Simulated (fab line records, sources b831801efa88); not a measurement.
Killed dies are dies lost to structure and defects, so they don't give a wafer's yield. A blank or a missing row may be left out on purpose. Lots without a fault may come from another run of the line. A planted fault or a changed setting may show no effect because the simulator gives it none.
A struck lot beside a sound one | flow sky130 | 27 steps out of a route of 708
Sound: wafers L508.1, L508.5, L508.6. Struck: wafers L522.3, L522.5. (L522.6 of the same lot was not struck and is left out.) The cause comes at the end.
At each step with rows: each side's tool, then ch and its chambers, then its first start. Under that, the readings that differ: sound wafers | struck wafers | difference of the means | sigmas: that difference in standard deviations of wafers without a fault.
alike: readings whose means differ by less than 2 such deviations, and words and numbers that are the same on both sides. not compared: withheld readings, readings that some wafer has no value for, bounds like >300 that may hide the same value, and numbers for which the record gives no deviation and whose values overlap.
The two part at a step that has a row with sigmas, a row that says differs or no value, or rows on one side only. Numbers that don't overlap but have no deviation are shown without sigmas and don't part them. A reading that every wafer of one side lacks parts them only if that side has two wafers or more.

first, 2 steps without rows for these wafers: SKY_VIA2_SPUTTER_20 (material TiN, target thk 20 nm, time 80 s); SKY_VIA2_CVD_21 (deposits W, target thk 420 nm, time 126.4 s).
SKY_VIA2_RS_MEAS_22: measures by four-point-probe.
  sound on film_metro-02, day 37 21:33; struck on film_metro-02, day 41 11:39
  alike: VIA2_W_RS
SKY_VIA2_THK_MEAS_23: measures by xrf.
  sound on film_metro-02, day 37 21:40; struck on film_metro-02, day 41 11:45
  alike: VIA2_W_THK
SKY_VIA2_CMP_24: polishes, stops on SiO2, t overpolish 20 s, target thk 0 nm.
  sound on cmp-01 ch 2,3, day 37 21:44; struck on cmp-01 ch 2, day 41 11:50
  alike: motor_current_A, overpolish_run_s, slurry_filter_dp_kPa, time_to_endpoint_s
SKY_METAL3_SPUTTER_00: material Ti, target thk 15 nm, time 10 s.
  sound on pvd_sputter-02, day 37 22:02; struck on pvd_sputter-02, day 41 12:05
  alike: chamber_pressure_pa, throttle_valve_pct
SKY_METAL3_SPUTTER_01: material TiN, target thk 20 nm, time 16.7 s.
  sound on pvd_sputter-02, day 37 22:03; struck on pvd_sputter-02, day 41 12:07
  alike: chamber_pressure_pa, throttle_valve_pct
SKY_METAL3_SPUTTER_02: material AlCu, target thk 735 nm, time 39.1 s.
  sound on pvd_sputter-02, day 37 22:05; struck on pvd_sputter-02, day 41 12:08
  alike: chamber_pressure_pa, throttle_valve_pct
then, 1 step without rows for these wafers: SKY_METAL3_SPUTTER_03 (material Ti, target thk 5 nm, time 3.3 s).
SKY_METAL3_SPUTTER_04: material TiN, target thk 70 nm, time 58.3 s.
  sound on pvd_sputter-02, day 37 22:08; struck on pvd_sputter-02, day 41 12:11
  alike: chamber_pressure_pa, throttle_valve_pct
then, 1 step without rows for these wafers: SKY_CAPM_CVD_00 (deposits SiO2, target thk 15.5 nm).
SKY_CAPM_THK_MEAS_01:
  sound on film_metro-03, day 37 22:12; struck on film_metro-04, day 41 12:17
  alike: CAPM_CVD_00_THK
SKY_CAPM_SPUTTER_02: material TiN, target thk 200 nm, time 166.7 s.
  sound on pvd_sputter-04, day 37 22:16; struck on pvd_sputter-04, day 41 12:19
  reading                                  | sound           | struck      | difference | sigmas
  model.TiN_of_CAPM_SPUTTER_02.thk_nm (nm) | 195 194.1 196.6 | 306.4 301.9 | +108.9     |
  alike: chamber_pressure_pa, throttle_valve_pct
SKY_CAPM_RS_MEAS_03: measures by four-point-probe.
  sound on film_metro-04, day 37 22:22; struck on film_metro-01, day 41 12:53
  reading              | sound          | struck    | difference | sigmas
  CAPM_TIN_RS (ohm/sq) | 7.10 7.12 7.04 | 4.48 4.53 | -2.58      | -31
  not compared: hold
SKY_CAPM_THK_MEAS_04: measures by xrf.
  sound on film_metro-04, day 37 22:29; struck on film_metro-01, day 41 16:20
  reading           | sound             | struck      | difference | sigmas
  CAPM_TIN_THK (nm) | 195.3 195.4 198.0 | 305.6 302.7 | +107.9     | +43
  not compared: hold
then, 6 steps without rows for these wafers: SKY_CAPM_HMDS_06 (prime time 60 s); SKY_CAPM_COAT_07 (resist thk 1140 nm); SKY_CAPM_SOFTBAKE_08 (time 60 s); SKY_CAPM_EXPOSE_09 (exposes mask CAPM, target cd 1000 nm); SKY_CAPM_PEB_10; SKY_CAPM_DEVELOP_11 (develop time 60 s).
SKY_CAPM_OVL_MEAS_12:
  sound on overlay-01, day 38 23:16; struck on overlay-02, day 42 11:13
  alike: CAPM_OVL
SKY_CAPM_METAL_ETCH_13: etches TiN in Cl2/BCl3, stops on SiO2, target depth 220 nm, time 62.9 s.
  sound on rie_metal-03 ch 0,1, day 38 23:19; struck on rie_metal-02 ch 1, day 42 11:16
  reading                | sound                | struck        | difference | sigmas
  oes_product_au (a.u.)  | 0.927 0.922 0.936    | 0.996 1.005   | +0.072     | +10
  throttle_valve_pct (%) | 21.923 21.905 21.900 | 21.849 21.862 | -0.054     | -5
  alike: drypump_motor_current_A
  not compared: rf_hours_counter_h
then, 1 step without rows for these wafers: SKY_CAPM_STRIP_14 (strips in O2/N2).
SKY_CAPM_STRIP_15: strips in post etch residue remover, time 1200 s.
  sound on wet_bench-04 ch 2, day 38 23:29; struck on wet_bench-01 ch 1, day 42 11:25
  reading                                  | sound             | struck    | difference | sigmas
  model.TiN_of_CAPM_SPUTTER_02.thk_nm (nm) | 194.6 193.7 196.1 | 306 301.5 | +109       |
then, 1 step without rows for these wafers: SKY_CAPM_CLEAN_16 (cleans in IPA, time 180 s).
-- the record jumps here: 7 days lie between the struck wafers' starts before and after (it left off in module CAPM and takes up again in module PAD_OPEN, whose first step shown is number 708 of the route) --
SKY_PAD_OPEN_PROBE_99:
  sound on prober-01, day 47 00:44; struck on prober-02, day 49 18:45
  reading                  | sound          | struck                                            | difference                   | sigmas
  hold                     | - - -          | await_dispo/9.5h/release await_dispo/9.5h/release | no value on the sound wafers |
  defect_limited_yield (%) | 82.1 82.1 82.7 | 0 0                                               | -82                          | -43
  killed_at_other          | 0 0 0          | 392 413                                           | +402                         | +99 or more
  killed_dies              | 88 88 85       | 492 492                                           | +405                         | +44
  killed_on_rim            | 21 23 23       | 96 96                                             | +74                          | +18
  sort_bin_3_pad_short (%) | 0.2 0.6 0      | 80.7 84.8                                         | +82.5                        | +99 or more
  sort_n_pass              | 404 404 407    | 0 0                                               | -405                         | -44
  sort_yield_pct (%)       | 82.1 82.1 82.7 | 0 0                                               | -82                          | -43
  alike: killed_at_M0_to_M3, killed_at_M4_up, killed_at_contacts, killed_at_front_end, killed_open, killed_short, sort_bin_5_function, sort_bin_6_memory

WHERE THEY PART
First at SKY_CAPM_RS_MEAS_03; last, within this record, at SKY_PAD_OPEN_PROBE_99.

WHY: what the simulator had put in
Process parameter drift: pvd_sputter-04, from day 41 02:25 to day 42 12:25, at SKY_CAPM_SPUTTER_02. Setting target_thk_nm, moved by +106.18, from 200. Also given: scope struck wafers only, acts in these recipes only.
